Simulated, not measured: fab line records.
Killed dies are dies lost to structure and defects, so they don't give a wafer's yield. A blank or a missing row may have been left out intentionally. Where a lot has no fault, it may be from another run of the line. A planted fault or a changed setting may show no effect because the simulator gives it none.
Matching of chambers | flow sky130 | cmp-01 running SKY_VIA1_CMP_02: 4 sister chambers
The step polishes SiO2. 8 wafers are shown with their chamber, then 12 later ones without.

## WAFERS WITH THEIR CHAMBER
wafer  | chamber | motor-current-A (A) | platen-rpm (rpm)
L075.4 | 1       | 11.2                | 59.97
L079.6 | 1       | 11.3                | 59.98
L081.3 | 0       | 10.8                | 59.95
L085.1 | 0       | 10.9                | 59.98
L085.6 | 2       | 13.4                | 59.98
L092.4 | 3       | 14.6                | 60.02
L092.5 | 2       | 13.8                | 59.98
L092.6 | 3       | 14.5                | 59.98

## WAFERS WITH NO CHAMBER GIVEN
wafer  | motor-current-A (A) | platen-rpm (rpm)
L091.1 | 10.6                | 59.95
L091.2 | 11.0                | 60.07
L091.6 | 15.3                | 60.15
L093.2 | 14.1                | 59.96
L093.3 | 13.5                | 60.01
L093.4 | 10.4                | 60.06
L096.1 | 11.5                | 60.00
L096.4 | 15.2                | 60.07
L096.5 | 14.1                | 60.07
L095.1 | 11.6                | 59.96
L095.5 | 14.0                | 59.97
L095.6 | 14.8                | 60.02

## THE CHAMBER EACH PASSED THROUGH
wafer  | from the rows above     | in truth
L091.1 | 0                       | 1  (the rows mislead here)
L091.2 | can't be placed: 1 or 0 | 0
L091.6 | 3                       | 3
L093.2 | can't be placed: 2 or 3 | 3
L093.3 | 2                       | 2
L093.4 | can't be placed: 0 or 1 | 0
L096.1 | 1                       | 1
L096.4 | 3                       | 3
L096.5 | can't be placed: 3 or 2 | 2
L095.1 | 1                       | 1
L095.5 | can't be placed: 2 or 3 | 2
L095.6 | 3                       | 3
Correct placement for 6 of the 12. These rows do not allow placing 5 (true chamber among the candidates in 5). Placed wrongly: 1.
How it was worked out, from the rows above alone: a wafer's distance from a chamber is the root of the sum, over the readings, of the square of ((its reading less the chamber's mean) divided by the reading's scatter). The wafer belongs to the nearest chamber; if the next one is less than 2 further off, it can't be placed. For every chamber, the mean is computed from those of its wafers that are shown. The scatter: the root of (the sum of the squares of (reading less its chamber's mean) over the shown wafers, divided by (wafers less chambers)).
